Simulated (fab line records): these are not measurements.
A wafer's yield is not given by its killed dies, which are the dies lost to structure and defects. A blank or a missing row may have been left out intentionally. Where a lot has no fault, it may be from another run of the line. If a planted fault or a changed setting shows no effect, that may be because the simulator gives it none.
Which tool did it? | flow gf180mcu | 24 lots, 72 wafers sampled, at 2 steps of a route of 602

WHAT EACH GAUGE READ, for each wafer
GF_V3_BOW_MEAS_05. Usual: V3_BOW gives 117 um (standard deviation 8.3).
lot  | measured     | on            | V3_BOW (um) | flag
L074 | day 21 16:34 | film-metro-02 | 120 123 122 |
L075 | day 21 23:25 | film-metro-04 | 108 102 110 |
L076 | day 22 11:59 | film-metro-02 | 117 119 129 |
L077 | day 22 13:19 | film-metro-03 | 122 113 107 |
L078 | day 22 22:14 | film-metro-04 | 108 115 102 |
L079 | day 23 12:40 | film-metro-02 | 123 126 117 |
L080 | day 23 15:52 | film-metro-04 | 120 126 130 |
L081 | day 24 06:59 | film-metro-03 | 101 100 110 |
L082 | day 24 09:05 | film-metro-02 | 110 128 116 |
L083 | day 24 13:06 | film-metro-04 | 130 121 134 |
L084 | day 24 19:23 | film-metro-04 | 112 106 116 |
L085 | day 25 07:35 | film-metro-02 | 113 113 131 |
L086 | day 25 15:44 | film-metro-02 | 123 103 110 |
L087 | day 26 05:50 | film-metro-02 | 127 110 107 |
L088 | day 26 09:10 | film-metro-04 | 117 111 122 |
L089 | day 26 14:52 | film-metro-03 | 115 127 117 |
L090 | day 27 03:17 | film-metro-04 | 111 110 123 |
L091 | day 27 06:26 | film-metro-04 | 111 113 105 |
L092 | day 27 10:02 | film-metro-02 | 121 119 126 |
L093 | day 27 17:55 | film-metro-04 | 112 113 119 |
L094 | day 28 02:38 | film-metro-02 | 114 127 112 |
L095 | day 28 10:13 | film-metro-03 | 131 130 125 |
L096 | day 28 11:35 | film-metro-04 | 119 120 112 |
L097 | day 28 16:17 | film-metro-03 | 115 119 112 |

GF_V3_RS_MEAS_24: the measuring method here is four-point-probe. Usual: V3_W_RS gives 0.3278 ohm/sq (standard deviation 0.003).
lot  | measured     | on            | V3_W_RS (ohm/sq)     | flag
L074 | day 22 17:17 | film-metro-04 | 0.3275 0.3262 0.3240 |
L075 | day 23 00:41 | film-metro-03 | 0.3256 0.3232 0.3250 |
L076 | day 23 13:01 | film-metro-04 | 0.3243 0.3289 0.3270 |
L077 | day 23 15:15 | film-metro-03 | 0.3265 0.3285 0.3264 |
L078 | day 23 21:37 | film-metro-04 | 0.3334 0.3336 0.3359 |
L079 | day 24 12:11 | film-metro-03 | 0.3300 0.3310 0.3253 |
L080 | day 24 14:55 | film-metro-04 | 0.3258 0.3270 0.3258 |
L081 | day 25 05:26 | film-metro-02 | 0.3234 0.3254 0.3245 |
L082 | day 25 08:49 | film-metro-03 | 0.3306 0.3320 0.3296 |
L083 | day 25 12:06 | film-metro-02 | 0.3257 0.3273 0.3250 |
L084 | day 25 18:08 | film-metro-02 | 0.3239 0.3217 0.3288 |
L085 | day 26 05:45 | film-metro-03 | 0.3302 0.3295 0.3294 |
L086 | day 26 13:29 | film-metro-03 | 0.3306 0.3262 0.3288 |
L087 | day 27 03:17 | film-metro-03 | 0.3235 0.3278 0.3302 |
L088 | day 27 06:30 | film-metro-03 | 0.3302 0.3265 0.3257 |
L089 | day 27 12:16 | film-metro-03 | 0.3302 0.3297 0.3320 |
L090 | day 28 00:20 | film-metro-03 | 0.3291 0.3245 0.3250 |
L091 | day 28 03:00 | film-metro-03 | 0.3283 0.3275 0.3269 |
L092 | day 28 07:00 | film-metro-04 | 0.3269 0.3281 0.3252 |
L093 | day 28 15:01 | film-metro-03 | 0.3277 0.3281 0.3311 |
L094 | day 28 23:54 | film-metro-02 | 0.3313 0.3293 0.3308 |
L095 | day 29 07:14 | film-metro-04 | 0.3286 0.3315 0.3272 |
L096 | day 29 08:14 | film-metro-03 | 0.3245 0.3317 0.3272 |
L097 | day 29 12:49 | film-metro-03 | 0.3263 0.3290 0.3264 |

TOOL THAT RAN EACH LOT (tool first, then ch and the chambers of the sampled wafers, then the start)
The record shows no process step preceding these readings.

AS READ BY THE TOOLS THEMSELVES (means over the sampled wafers that have a number; for cases with no such wafer, the mark the record gives instead)
The record holds no such reading with a usual standard deviation.

THE ANSWER, worked out from the rows above alone
Rule: a lot counts as off when the mean over its wafers that have a number is more than 3 standard deviations away from the usual mean. Also off: a lot with no number at a reading for which 4 or more lots have one. Any other lot the step has rows for is counted as sound. The gauges are gone through in route order, then the tools' own readings, and for those a lot's mean is taken as printed above. The first step at which some lot is off is used, and at that step the reading that is off furthest; a lot without a number counts as furthest.
Nothing can be told from this: no lot is off at any reading shown.

WHAT THE SIMULATOR PUT IN
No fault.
